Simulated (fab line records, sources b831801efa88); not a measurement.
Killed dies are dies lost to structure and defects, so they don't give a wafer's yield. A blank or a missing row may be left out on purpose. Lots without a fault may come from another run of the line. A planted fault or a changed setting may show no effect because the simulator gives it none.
Chamber matching | flow sky130 | SKY_VIA4_HDPCVD_00 on hdpcvd-01: 3 sister chambers
The step deposits SiO2, target thk 1750 nm, time 291.7 s. 6 wafers are shown with their chamber, then 7 later ones without.

WAFERS WITH THEIR CHAMBER
wafer  | chamber | run_length_s (s)
L333.4 | 2       | 319.4
L333.5 | 0       | 320.1
L335.2 | 0       | 320.0
L335.6 | 2       | 319.4
L344.3 | 1       | 320.3
L344.5 | 1       | 319.6

WAFERS WITHOUT THEIR CHAMBER
wafer  | run_length_s (s)
L344.6 | 320.4
L348.1 | 319.9
L348.2 | 320.0
L348.5 | 320.0
L349.1 | 319.7
L349.2 | 320.1
L349.5 | 319.6

WHICH CHAMBER EACH WENT THROUGH
wafer  | from the rows above          | in truth
L344.6 | can't be placed: 0 or 1      | 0
L348.1 | can't be placed: 1 or 0 or 2 | 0
L348.2 | can't be placed: 1 or 0 or 2 | 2
L348.5 | can't be placed: 1 or 0 or 2 | 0
L349.1 | can't be placed: 1 or 2 or 0 | 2
L349.2 | can't be placed: 0 or 1      | 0
L349.5 | can't be placed: 2 or 1 or 0 | 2
Placed correctly: 0 of 7. Can't be placed from these rows: 7 (the true chamber is among the candidates in 7). Placed wrongly: 0.
How it was worked out, from the rows above alone: a wafer's distance from a chamber is the root of the sum, over the readings, of the square of ((its reading less the chamber's mean) divided by the reading's scatter). The wafer belongs to the nearest chamber; if the next one is less than 2 further off, it can't be placed. A chamber's mean is the mean of its shown wafers. The scatter: the root of (the sum of the squares of (reading less its chamber's mean) over the shown wafers, divided by (wafers less chambers)).
